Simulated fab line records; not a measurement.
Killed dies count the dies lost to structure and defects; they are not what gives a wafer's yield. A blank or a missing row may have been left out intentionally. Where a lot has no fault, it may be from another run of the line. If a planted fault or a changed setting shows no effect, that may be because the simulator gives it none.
One fault seen from 2 desks / flow gf180mcu / each desk has only its own numbers; what lay behind them comes last

AT THE METROLOGY DESK
Lot by lot, what the gauges showed, no matter which tool ran the lot: averages of those sampled wafers that carry a number. If a lot's mean is further than 4 standard deviations from the usual mean, the lot is out of limits and carries the mark OUT (the distance appears in the brackets).
Columns: A = M4_OVL at GF_M4_OVL_MEAS_15, usual 2 nm; B = V4_CVD_00_THK at GF_V4_THK_MEAS_01, usual 598 nm
lot=L368; first seen here=day 24 06:02; A=1; B=597
lot=L370; first seen here=day 24 19:40; A=0; B=605
lot=L372; first seen here=day 25 09:39; A=1; B=600
lot=L373; first seen here=day 25 18:20; A=10; B=598
lot=L374; first seen here=day 26 08:53; A=-4; B=595
lot=L375; first seen here=day 26 14:05; A=-1; B=600
lot=L376; first seen here=day 26 22:13; A=-3; B=594
lot=L384; first seen here=day 29 05:05; A=2; B=598
lot=L386; first seen here=day 29 19:50; A=8; B=603
lot=L387; first seen here=day 30 00:31; A=1; B=594
lot=L388; first seen here=day 30 11:32; A=-1; B=597
lot=L390; first seen here=day 30 21:23; A=7; B=602
lot=L391; first seen here=day 31 01:32; A=7; B=598
This desk's verdict: no lot among the 13 shows anything out of limits.

THE TOOL OWNER'S DESK: rie metal-04
The tool's own readings at GF_M4_METAL_ETCH_16 (etches the open film in Cl2/BCl3, stops on SiO2, target depth 627.5 nm, time 104.6 s): means of the sampled wafers that have a number, for each lot that ran on this tool. If a lot's mean is further than 4 standard deviations from the usual mean, the lot is out of limits and carries the mark OUT (the distance appears in the brackets).
Columns: A = bias w at GF_M4_METAL_ETCH_16, usual 140.0 W; B = drypump motor current A at GF_M4_METAL_ETCH_16, usual 6.0 A; C = oes product au at GF_M4_METAL_ETCH_16, usual 0.973 a.u.; D = throttle valve pct at GF_M4_METAL_ETCH_16, usual 28.248 %
lot=L370; first seen here=day 24 19:42; A=140.2; B=6.2; C=0.973; D=28.247
lot=L372; first seen here=day 25 09:43; A=140.1; B=6.3; C=0.972; D=28.248
lot=L374; first seen here=day 26 08:55; A=140.4; B=6.4; C=0.976; D=28.244
lot=L376; first seen here=day 26 22:17; A=139.9; B=6.3; C=0.977; D=28.256
lot=L384; first seen here=day 29 05:07; A=138.5; B=6.1; C=0.970; D=28.241
lot=L386; first seen here=day 29 19:52; A=136.4 (-9.6) OUT; B=6.3; C=0.972; D=28.243
lot=L387; first seen here=day 30 00:32; A=136.6 (-8.9) OUT; B=6.3; C=0.972; D=28.259
This desk's verdict: out of limits on L386, L387, starting with L386 at day 29 19:52 (bias w at GF_M4_METAL_ETCH_16). L370, L372, L374, L376, L384: within limits.

ALL TOGETHER
The tool owner's desk could have raised an alarm at day 29 19:52, on L386, L387.
From the metrology desk's view, nothing was out of limits.
The metrology desk holds a record of L386, L387, inside its limits.
GF_M4_METAL_ETCH_16 was run on rie metal-04 by each of the lots named.

WHAT THE SIMULATOR HAD PUT IN
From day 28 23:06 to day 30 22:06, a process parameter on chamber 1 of rie metal-04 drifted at GF_M4_METAL_ETCH_16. From 140, the setting bias w moved by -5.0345. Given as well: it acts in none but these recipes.
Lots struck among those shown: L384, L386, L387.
Hours from the fault's start to each desk's first reading out of limits: the tool owner's desk, 21.
